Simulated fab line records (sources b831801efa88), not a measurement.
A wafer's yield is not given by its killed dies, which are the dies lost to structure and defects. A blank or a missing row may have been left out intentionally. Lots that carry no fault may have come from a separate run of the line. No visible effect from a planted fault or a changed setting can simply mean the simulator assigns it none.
A lot that was struck, set against a sound lot + flow sfqLine + 41 steps out of a route of 325
Sound: these wafers, L236.1, L236.2, L236.6. Struck: wafer L229.2. (L229.1, L229.5 of the same lot were not struck and are left out.) The cause comes at the end.
For every step that has rows: the tool of each side, followed by ch and its chambers, followed by its first start. Under that, the readings that differ: sound wafers + struck wafers + difference of the means + sigmas: that difference in standard deviations of wafers without a fault.
alike: readings whose means differ by less than 2 such deviations, and words and numbers that are the same on both sides. not compared: withheld readings, readings that some wafer has no value for, bounds like >300 that may hide the same value, and numbers for which the record gives no deviation and whose values overlap.
A row with sigmas, a row that says differs or no value, or rows on one side alone: a step with any of these is where the two part. Numbers that have no deviation but don't overlap get no sigmas and don't part them. A reading that every wafer of one side lacks parts them only if that side has two wafers or more.

first, 1 step without rows for these wafers: SFQ_TRILAYER_M3_DEP_PRE_CLEAN_074 (time 22.5 s).
SFQ_TRILAYER_M3_DEP_SPUTTER_073: material Nb, target thk 200 nm, time 133.3 s.
  sound on pvdSputter-06, day 46 12:58; struck on pvdSputter-04, day 42 09:58
  alike: throttleValvePct
SFQ_M3_RS_MEAS_919: uses a four-point probe to measure.
  sound on filmMetro-03, day 46 13:04; struck on filmMetro-02, day 42 10:04
  alike: M3_NB_RS
then, 6 steps without rows for these wafers: SFQ_TRILAYER_M3_LITHO_COAT_080 (resist thk 62 nm); SFQ_TRILAYER_M3_LITHO_COAT_075 (resist thk 600 nm); SFQ_TRILAYER_M3_LITHO_SOFTBAKE_079; SFQ_TRILAYER_M3_LITHO_EXPOSE_076 (exposes mask M3, target cd 500 nm); SFQ_TRILAYER_M3_LITHO_PEB_078 (peb time 60 s); SFQ_TRILAYER_M3_LITHO_DEVELOP_077 (time 60 s).
SFQ_M3_OVL_MEAS_921:
  sound on overlay-01, day 52 06:41; struck on overlay-01, day 42 12:29
  alike: M3_OVL
SFQ_TRILAYER_M3_BARC_OPEN_METAL_ETCH_100: etches BARC in O2, target depth 125 nm, time 41.7 s.
  sound on rieMetal-02 ch 0,1, day 52 06:43; struck on rieMetal-02 ch 0, day 42 12:31
| reading                   | sound       | struck | difference | sigmas |
|---------------------------|-------------|--------|------------|--------|
| heBacksideLeakSccm (sccm) | 3.6 2.8 2.9 | 3.8    | +0.7       | +2     |
  alike: drypumpMotorCurrentA, oesProductAu, runLengthS
  not compared: rfHoursCounterH
SFQ_TRILAYER_M3_ETCH_METAL_ETCH_078: etches Nb in Cl2/Ar, stops on SiO2, target depth 240 nm, time 120 s.
  sound on rieMetal-02 ch 0,1, day 52 06:46; struck on rieMetal-02 ch 0, day 42 12:38
| reading                                            | sound             | struck | difference | sigmas |
|----------------------------------------------------|-------------------|--------|------------|--------|
| heBacksideLeakSccm (sccm)                          | 3.65 3.00 2.95    | 3.81   | +0.61      | +2     |
| oesProductAu (a.u.)                                | 0.882 0.889 0.890 | 0.980  | +0.093     | +12    |
| runLengthS (s)                                     | 148.9 148.4 148.6 | 120.0  | -28.6      | -68    |
| model.KrF_of_TRILAYER_M3_LITHO_COAT_075.thkNm (nm) | 385.7 385.6 388.1 | 419.3  | +32.8      |        |
| model.M3.featureDepthNm (nm)                       | 196.8 199.8 197.6 | 178.3  | -19.8      |        |
| model.etch.depthNm (nm)                            | 196.8 199.8 197.6 | 178.3  | -19.8      |        |
  alike: drypumpMotorCurrentA
  not compared: rfHoursCounterH
SFQ_TRILAYER_M3_STRIP_STRIP_079: strips in O2.
  sound on rieMetal-02 ch 0,1, day 52 06:54; struck on rieMetal-02 ch 0, day 42 12:53
  alike: drypumpMotorCurrentA, heBacksideLeakSccm, oesProductAu
  not compared: rfHoursCounterH
then, 1 step without rows for these wafers: SFQ_TRILAYER_M3_STRIP_SOLV_CLEAN_080 (cleans in NMP, time 600 s).
SFQ_TRILAYER_I3_DEP_PECVD_081: deposits SiO2 from SiH4/N2O, time 111.11 s, target thk 500 nm.
  sound on pecvd-01 ch 0,2, day 52 07:40; struck on pecvd-02 ch 2, day 42 14:16
  alike: heaterPowerOuterW, heaterPowerW, susceptorTempC, throttleValvePct
then, 1 step without rows for these wafers: SFQ_TRILAYER_I3_CMP_CMP_082 (polishes SiO2).
SFQ_I3_BOW_MEAS_922:
  sound on filmMetro-02, day 52 10:45; struck on filmMetro-01, day 42 17:21
  alike: I3_BOW
then, 7 steps without rows for these wafers: SFQ_TRILAYER_I3_METRO_MEASURE_083; SFQ_TRILAYER_I3_VIA_LITHO_COAT_090 (resist thk 62 nm); SFQ_TRILAYER_I3_VIA_LITHO_COAT_085 (resist thk 650 nm); SFQ_TRILAYER_I3_VIA_LITHO_SOFTBAKE_089; SFQ_TRILAYER_I3_VIA_LITHO_EXPOSE_086 (exposes mask I3, target cd 500 nm); SFQ_TRILAYER_I3_VIA_LITHO_PEB_088 (peb time 60 s); SFQ_TRILAYER_I3_VIA_LITHO_DEVELOP_087 (time 60 s).
-- the record jumps here: 6 days lie between the struck wafers' starts before and after --
SFQ_I3_OVL_MEAS_923:
  sound on overlay-02, day 53 08:59; struck on overlay-02, day 48 18:38
| reading     | sound  | struck | difference | sigmas |
|-------------|--------|--------|------------|--------|
| I3_OVL (nm) | -5 0 0 | 11     | +13        | +2     |
then, 1 step without rows for these wafers: SFQ_TRILAYER_I3_VIA_BARC_OPEN_VIA_ETCH_121 (etches BARC in O2, target depth 125 nm, time 41.7 s).
SFQ_TRILAYER_I3_VIA_ETCH_VIA_ETCH_088: etches SiO2 in CHF3, stops on Nb, target depth 260 nm.
  sound on rieDiel-03 ch 0,2,3, day 53 09:03; struck on rieDiel-03 ch 3, day 48 18:43
  alike: drypumpMotorCurrentA, oesProductAu
then, 4 steps without rows for these wafers: SFQ_TRILAYER_I3_VIA_STRIP_STRIP_089 (strips in O2); SFQ_TRILAYER_I3_VIA_STRIP_SOLV_CLEAN_090 (cleans in NMP, time 600 s); SFQ_TRILAYER_M4_DEP_PRE_CLEAN_092 (time 22.5 s); SFQ_TRILAYER_M4_DEP_SPUTTER_091 (material Nb, target thk 200 nm, time 133.3 s).
SFQ_M4_RS_MEAS_924: uses a four-point probe to measure.
  sound on filmMetro-03, day 53 10:04; struck on filmMetro-01, day 48 20:20
  alike: M4_NB_RS
then, 6 steps without rows for these wafers: SFQ_TRILAYER_M4_LITHO_COAT_098 (resist thk 62 nm); SFQ_TRILAYER_M4_LITHO_COAT_093 (resist thk 600 nm); SFQ_TRILAYER_M4_LITHO_SOFTBAKE_097; SFQ_TRILAYER_M4_LITHO_EXPOSE_094 (exposes mask M4, target cd 500 nm); SFQ_TRILAYER_M4_LITHO_PEB_096 (peb time 60 s); SFQ_TRILAYER_M4_LITHO_DEVELOP_095 (time 60 s).
-- the record jumps here: 5 days lie between the struck wafers' starts before and after --
SFQ_M4_OVL_MEAS_926:
  sound on overlay-01, day 57 16:05; struck on overlay-01, day 54 05:17
| reading     | sound | struck | difference | sigmas |
|-------------|-------|--------|------------|--------|
| M4_OVL (nm) | 3 0 4 | -15    | -17        | -3     |
then, 1 step without rows for these wafers: SFQ_TRILAYER_M4_BARC_OPEN_METAL_ETCH_123 (etches BARC in O2, target depth 125 nm, time 41.7 s).
-- the record jumps here: 26 days lie between the struck wafers' starts before and after --
SFQ_M8_BOW_MEAS_951:
  sound on filmMetro-04, day 83 10:21; struck on filmMetro-04, day 80 16:34
| reading                     | sound    | struck | difference | sigmas |
|-----------------------------|----------|--------|------------|--------|
| model.etest.m3.combLog10Ohm | 12 12 12 | 0      | -12        |        |
  alike: M8_BOW

WHERE THEY PART
First at SFQ_TRILAYER_M3_BARC_OPEN_METAL_ETCH_100; last, within this record, at SFQ_M4_OVL_MEAS_926. Later steps at which nothing parts them and some readings are alike: SFQ_M8_BOW_MEAS_951.

WHY: the cause the simulator had injected
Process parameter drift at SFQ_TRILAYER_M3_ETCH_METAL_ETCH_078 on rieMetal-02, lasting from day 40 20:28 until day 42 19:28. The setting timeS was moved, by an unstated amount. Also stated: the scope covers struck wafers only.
